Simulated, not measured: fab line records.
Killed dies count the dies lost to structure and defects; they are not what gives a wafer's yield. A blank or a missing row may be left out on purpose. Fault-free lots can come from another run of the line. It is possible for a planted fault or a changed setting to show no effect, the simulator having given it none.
One fault seen from 2 desks | flow sky130 | every desk sees just its own numbers, and what lay behind them comes last

## METROLOGY DESK
Means of the sampled wafers that have a number, per lot and without regard to the tool the lot ran on: this is what the gauges read. A lot is out of limits, marked OUT, if its mean lies more than 4 standard deviations from the usual mean; the brackets give that distance.
Columns: A = CAPM_TIN_THK at SKY_CAPM_THK_MEAS_04, usual 198.7 nm; B = PAD_OPEN_BOW at SKY_PAD_OPEN_BOW_MEAS_13, usual 48 um
lot  | first seen here | A     | B
L296 | day 36 07:58    | 197.6 | 61
L297 | day 36 11:47    | 198.5 | 48
L298 | day 36 17:34    | 199.4 | 49
L301 | day 38 11:37    | 198.2 | 48
L300 | day 38 17:03    | 197.9 | 56
L299 | day 38 18:01    | 197.4 | 47
L302 | day 38 20:02    | 200.2 | 49
L305 | day 40 08:04    | 199.2 | 52
L306 | day 40 08:50    | 196.8 | 35
L308 | day 40 09:07    | 198.0 | 39
L311 | day 40 16:34    | 202.0 | 46
L310 | day 40 19:50    | 200.8 | 58
L312 | day 41 04:57    | 197.7 | 42
L318 | day 42 19:11    | 197.0 | 37
This desk's finding: nothing out of limits on any of the 14 lots.

## TOOL OWNER'S DESK, wetBench-02
The tool's own readings at SKY_CAP2M_CLEAN_16 (cleans in IPA, time 180 s): means of the sampled wafers that have a number, for each lot that ran on this tool. A lot is out of limits, marked OUT, if its mean lies more than 4 standard deviations from the usual mean; the brackets give that distance.
Columns: A = tempC at SKY_CAP2M_CLEAN_16, usual 24.98 C
lot  | first seen here | A
L296 | day 40 17:19    | 24.92
L297 | day 40 22:17    | 24.86
L311 | day 44 15:32    | 25.06
L310 | day 44 19:56    | 24.85
L312 | day 45 05:29    | 24.98
This desk's finding: nothing out of limits on any of the 5 lots.

## ALL TOGETHER
Nothing out of limits was seen by the metrology desk.
The tool owner's desk saw nothing out of limits.

## WHAT THE SIMULATOR HAD PUT IN
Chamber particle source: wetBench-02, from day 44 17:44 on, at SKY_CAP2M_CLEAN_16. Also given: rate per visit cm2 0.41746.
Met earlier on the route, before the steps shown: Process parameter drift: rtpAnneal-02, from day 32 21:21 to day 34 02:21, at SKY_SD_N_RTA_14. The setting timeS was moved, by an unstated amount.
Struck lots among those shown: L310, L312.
